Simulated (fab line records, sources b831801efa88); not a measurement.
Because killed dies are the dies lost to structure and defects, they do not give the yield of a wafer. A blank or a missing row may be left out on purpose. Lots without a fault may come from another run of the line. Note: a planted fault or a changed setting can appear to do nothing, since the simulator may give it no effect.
What tool caused it? ; flow sfq_line ; 45 wafers from 15 lots sampled at 4 of the route's 325 steps

## WHAT EACH GAUGE READ, for each wafer
SFQ_L0_RS_MEAS_901: measures by four-point-probe. Usual: L0_MONX_KI_RS gives 43.6 ohm/sq (standard deviation 0.61).
lot;measured;on;L0_MONX_KI_RS (ohm/sq);flag
L865;day 1 12:37;film_metro-04;42.7 42.4 42.9;
L867;day 1 22:36;film_metro-01;43.8 43.8 44.4;
L868;day 2 03:34;film_metro-04;43.8 43.8 43.5;
L872;day 2 23:34;film_metro-03;44.1 44.5 44.2;
L874;day 3 09:34;film_metro-03;43.7 42.5 42.5;
L875;day 3 14:34;film_metro-01;42.5 42.7 42.5;
L876;day 3 19:34;film_metro-01;43.0 42.8 42.3;
L877;day 4 00:36;film_metro-04;44.0 43.0 43.2;
L879;day 4 10:34;film_metro-04;44.2 44.1 44.3;
L880;day 4 15:35;film_metro-03;43.7 43.3 43.6;
L881;day 4 20:37;film_metro-03;44.2 44.2 43.9;
L882;day 5 01:34;film_metro-01;43.3 43.7 43.6;
L886;day 5 21:36;film_metro-01;43.8 43.9 43.9;
L887;day 6 02:36;film_metro-01;42.2 42.6 42.2;
L888;day 6 07:35;film_metro-03;43.4 43.6 42.6;

SFQ_M0_RS_MEAS_904: measures by four-point-probe. Usual: M0_NB_RS gives 0.889 ohm/sq (standard deviation 0.0087).
lot;measured;on;M0_NB_RS (ohm/sq);flag
L865;day 7 23:17;film_metro-02;0.895 0.889 0.895;
L867;day 8 19:20;film_metro-01;0.886 0.898 0.900;
L868;day 9 00:25;film_metro-01;0.893 0.895 0.874;
L872;day 10 08:11;film_metro-04;0.885 0.883 0.894;
L874;day 10 21:13;film_metro-02;0.892 0.893 0.886;
L875;day 11 06:57;film_metro-02;0.887 0.890 0.879;
L876;day 11 12:59;film_metro-04;0.908 0.891 0.899;
L877;day 11 16:35;film_metro-04;0.904 0.899 0.897;
L879;day 12 10:38;film_metro-01;0.862 0.864 0.887;
L880;day 12 16:34;film_metro-04;0.888 0.856 0.882;
L881;day 12 22:36;film_metro-04;0.862 0.887 0.861;
L882;day 13 08:44;film_metro-04;0.874 0.874 0.875;
L886;day 14 13:59;film_metro-02;0.878 0.877 0.877;
L887;day 14 17:35;film_metro-04;0.898 0.896 0.893;
L888;day 14 23:57;film_metro-02;0.887 0.891 0.889;

## WHAT TOOL EACH LOT RAN ON (gives the tool, then ch and the chambers of the sampled wafers, and finally the start)
lot;SFQ_TRILAYER_L0_CAP_PECVD_011;SFQ_TRILAYER_M0_DEP_SPUTTER_019
L865;pecvd-01 ch 0,1,2, day 4 09:58;pvd_sputter-06, day 7 23:08
L867;pecvd-04 ch 0,2, day 4 21:15;pvd_sputter-06, day 8 19:11
L868;pecvd-02 ch 0,2, day 5 00:51;pvd_sputter-03, day 9 00:20
L872;pecvd-01 ch 0,1,2, day 6 04:35;pvd_sputter-05, day 10 08:06
L874;pecvd-02 ch 0,1,2, day 6 15:23;pvd_sputter-06, day 10 21:07
L875;pecvd-02 ch 1,2, day 6 23:05;pvd_sputter-05, day 11 06:52
L876;pecvd-02 ch 0,1,2, day 7 06:17;pvd_sputter-06, day 11 12:53
L877;pecvd-04 ch 0,1,2, day 7 09:53;pvd_sputter-06, day 11 16:28
L879;pecvd-01 ch 0,1, day 8 00:17;pvd_sputter-06, day 12 10:32
L880;pecvd-01 ch 0,1, day 8 08:41;pvd_sputter-06, day 12 16:27
L881;pecvd-04 ch 0,1,2, day 8 16:37;pvd_sputter-06, day 12 22:27
L882;pecvd-01 ch 0,1, day 9 02:12;pvd_sputter-05, day 13 08:39
L886;pecvd-04 ch 1,2, day 10 01:53;pvd_sputter-05, day 14 13:52
L887;pecvd-01 ch 0,1, day 10 05:39;pvd_sputter-05, day 14 17:28
L888;pecvd-01 ch 0,1, day 10 11:29;pvd_sputter-05, day 14 23:50
- SFQ_TRILAYER_L0_CAP_PECVD_011: deposits SiO2 from SiH4/N2O, time 13.333 s, target thk 60 nm.
- SFQ_TRILAYER_M0_DEP_SPUTTER_019: material Nb, target thk 200 nm, time 133.3 s.

## AS READ BY THE TOOLS THEMSELVES (means over the sampled wafers that have a number; for cases with no such wafer, the mark the record gives instead)
SFQ_TRILAYER_L0_CAP_PECVD_011. Usual: heater_power_w 81 W, standard deviation 15; throttle_valve_pct 25.1 %, standard deviation 1.4.
lot;tool;heater_power_w (W);throttle_valve_pct (%);flag
L865;pecvd-01;83;26.7;
L867;pecvd-04;86;23.8;
L868;pecvd-02;63;24.8;
L872;pecvd-01;86;26.7;
L874;pecvd-02;71;25.1;
L875;pecvd-02;64;25.4;
L876;pecvd-02;68;25.2;
L877;pecvd-04;91;23.6;
L879;pecvd-01;83;27.2;
L880;pecvd-01;84;27.1;
L881;pecvd-04;90;23.8;
L882;pecvd-01;74;26.9;
L886;pecvd-04;79;23.9;
L887;pecvd-01;87;27.0;
L888;pecvd-01;78;27.2;

SFQ_TRILAYER_M0_DEP_SPUTTER_019. Usual: cathode_dc_power_W 2000.0 W, standard deviation 0.37; throttle_valve_pct 30.1 %, standard deviation 0.65.
lot;tool;cathode_dc_power_W (W);throttle_valve_pct (%);flag
L865;pvd_sputter-06;1999.7;28.9;
L867;pvd_sputter-06;1999.7;29.6;
L868;pvd_sputter-03;2000.1;30.2;
L872;pvd_sputter-05;1999.8;30.9;
L874;pvd_sputter-06;2000.0;29.6;
L875;pvd_sputter-05;1999.8;30.0;
L876;pvd_sputter-06;1999.8;29.6;
L877;pvd_sputter-06;2000.0;29.1;
L879;pvd_sputter-06;2055.7;29.4;OFF
L880;pvd_sputter-06;2027.7;29.9;OFF
L881;pvd_sputter-06;2055.9;29.2;OFF
L882;pvd_sputter-05;2000.2;30.4;
L886;pvd_sputter-05;1999.8;30.5;
L887;pvd_sputter-05;2000.0;30.5;
L888;pvd_sputter-05;2000.2;30.1;

## THE ANSWER, worked out from the rows above alone
Rule: take the mean of a lot's wafers that have a number; if it is more than 3 standard deviations from the usual mean, the lot is off. Also off: a lot with no number at a reading for which 4 or more lots have one. Any other lot the step has rows for is counted as sound. First the gauges in route order, then the tools' own readings, where a lot's mean is used as printed above. The first step at which some lot is off is used, and at that step the reading that is off furthest; a lot without a number counts as furthest.
Off: L879, L880, L881 (SFQ_TRILAYER_M0_DEP_SPUTTER_019, cathode_dc_power_W).
A tool fits if, at that step or a process step before it, it ran every lot that is off, and no sound lot after the first of them. One candidate fits, namely pvd_sputter-06 at SFQ_TRILAYER_M0_DEP_SPUTTER_019. A fault onset in the window from L877 (day 11 16:28, its last sound lot) to L879 (day 12 10:32, its first lot off) fits.
On the lots that are off, the tool's own readings at SFQ_TRILAYER_M0_DEP_SPUTTER_019 differ by more than 5 times the standard deviation of the sound lots' means, which bears it out; cathode_dc_power_W reads 2046.4 W there versus 1999.9 W on the sound lots.

## WHAT THE SIMULATOR HAD INSERTED
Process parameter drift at SFQ_TRILAYER_M0_DEP_SPUTTER_019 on pvd_sputter-06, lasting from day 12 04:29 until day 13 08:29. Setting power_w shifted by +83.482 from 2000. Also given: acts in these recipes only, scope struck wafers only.
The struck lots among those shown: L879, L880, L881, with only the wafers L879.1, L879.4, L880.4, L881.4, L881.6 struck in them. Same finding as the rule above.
